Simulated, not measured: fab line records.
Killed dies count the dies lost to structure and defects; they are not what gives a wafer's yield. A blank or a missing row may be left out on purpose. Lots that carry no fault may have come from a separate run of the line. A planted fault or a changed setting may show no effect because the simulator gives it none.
Matching of chambers | flow sky130 | SKY_VIA1_CMP_24 on cmp-01 has 4 sister chambers
The step polishes, stops on SiO2, t overpolish 15 s, target thk 0 nm. 16 wafers are shown with their chamber, then 8 later ones without.

## WAFERS WITH THEIR CHAMBER
wafer  | chamber | motorCurrentA (A)
L670.2 | 0       | 11.0
L670.4 | 3       | 11.0
L670.5 | 1       | 11.1
L672.2 | 3       | 11.2
L672.4 | 1       | 10.9
L672.5 | 0       | 11.2
L673.1 | 2       | 11.2
L673.2 | 0       | 11.1
L673.3 | 3       | 11.7
L676.2 | 0       | 11.5
L676.3 | 1       | 10.5
L676.6 | 0       | 11.5
L679.1 | 1       | 11.4
L679.2 | 0       | 11.6
L679.5 | 0       | 11.5
L682.1 | 2       | 11.0

SIGNATURES, as means of the wafers listed above
reading       | chamber 0 | chamber 1 | chamber 2 | chamber 3 | scatter within a chamber
motorCurrentA | 11.343    | 10.975    | 11.100    | 11.300    | 0.295
Rule: a wafer's distance from a chamber is the root of the sum, over the readings, of the square of ((its reading less the chamber's mean) divided by the reading's scatter). The wafer belongs to the nearest chamber; if the next one is less than 2 further off, it can't be placed. The scatter is the square root of a quotient: the sum, over the shown wafers, of each reading's squared deviation from its chamber's mean, divided by wafers minus chambers.

## WAFERS WITH NO CHAMBER GIVEN
wafer  | motorCurrentA (A)
L682.2 | 10.7
L682.4 | 11.1
L684.1 | 11.9
L684.4 | 11.4
L684.5 | 11.4
L692.2 | 11.0
L692.5 | 11.7
L692.6 | 11.8

## EACH ONE'S CHAMBER
wafer  | from the rows above               | in truth
L682.2 | can't be placed: 1 or 2 or 3 or 0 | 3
L682.4 | can't be placed: 2 or 1 or 3 or 0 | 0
L684.1 | can't be placed: 0 or 3 or 2 or 1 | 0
L684.4 | can't be placed: 0 or 3 or 2 or 1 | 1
L684.5 | can't be placed: 0 or 3 or 2 or 1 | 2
L692.2 | can't be placed: 1 or 2 or 3 or 0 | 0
L692.5 | can't be placed: 0 or 3 or 2 or 1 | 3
L692.6 | can't be placed: 0 or 3 or 2 or 1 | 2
Correct placement for 0 of the 8. Unplaceable from these rows: 8, with the true chamber sitting among the candidates in 8. Placed wrongly: 0.
